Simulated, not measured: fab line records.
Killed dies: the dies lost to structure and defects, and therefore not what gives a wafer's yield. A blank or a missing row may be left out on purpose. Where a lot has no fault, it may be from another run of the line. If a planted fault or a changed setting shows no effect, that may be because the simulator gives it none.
Problem report in the 8D (eight disciplines) form, filled by code + flow gf180mcu + the parts of the form that need people (team, actions taken, sign-off) are left out

== 1. THE ISSUE ==
At GF_MVPSD_HMDS_01, prime-temp-c averages 124.35 C over 6 wafers from 2 lots, while fault-free wafers read 119.96 C, standard deviation 0.14. Relative to the usual mean, that is a shift of +31 standard deviations.
The step: prime time 60 s.
First seen on wafer L678.3, day 8 07:59, on litho-track-01. The record holds 42 wafers of 14 lots with a number at this step. Rule for "out" (also "out of limits"): further than 4 standard deviations from the usual mean. All remaining wafers that have a number are taken as sound.

== 2. WHAT IT IS; WHAT IT IS NOT ==
| question                    | is                     | is not                                                                                 |
|-----------------------------|------------------------|----------------------------------------------------------------------------------------|
| which readings at this step | prime-temp-c           | resist-line-temp-C                                                                     |
| which lots                  | L678, L681             | L664, L667, L668, L669, L670, L671, L672, L674, L680, L685, L686, L687                 |
| which wafers of those lots  | all that have a number | -                                                                                      |
| read on which tools         | litho-track-01         | litho-track-02, litho-track-04                                                         |
| when                        | from day 8 07:59       | up to then (24 sound wafers); but 12 sound wafers of L680, L685, L686, L687 came after |

== 3. WHAT RULES OUT EACH SUSPECT ==
Counting: a tool at a process step up to the reading stays a suspect if it ran every lot that is out and no sound lot after the first of them.
- litho-track-01 at GF_MVPSD_HMDS_01 (prime time 60 s): kept. Every lot that is out went through it, starting with L678 (day 8 07:59), and after that it ran no sound lot; the last sound lot it ran before then is L674 (day 7 09:11). Its own prime-temp-c readings are out on those wafers.
The count leaves litho-track-01 at GF_MVPSD_HMDS_01.

== 4. THE CAUSE (what the simulator had put in) ==
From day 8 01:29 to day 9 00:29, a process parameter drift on litho-track-01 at GF_MVPSD_HMDS_01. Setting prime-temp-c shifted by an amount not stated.
This tool alone remained once counting was done.

== 5. SEQUENCE OF EFFECTS, ordered by route ==
Rows list readings where the struck wafers' mean (over those with a number) sits beyond 3 standard deviations from the usual. Scope: only readings with a usual standard deviation given in the record; hours: median across lots of the time from each lot's start at the first step in this table that gives one to its start at this step; sigmas: change in usual standard deviations.
| hours | step             | reading      | usual    | on struck wafers | change | sigmas |
|-------|------------------|--------------|----------|------------------|--------|--------|
| 0     | GF_MVPSD_HMDS_01 | prime-temp-c | 119.96 C | 124.35           | +4.39  | +31    |
It contains these process steps:
- GF_MVPSD_HMDS_01: prime time 60 s.

== 6. WHAT WOULD HAVE CAUGHT IT SOONER ==
In this record no reading fell out of limits until day 8 07:59, 6 hours after the fault had begun at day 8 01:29.
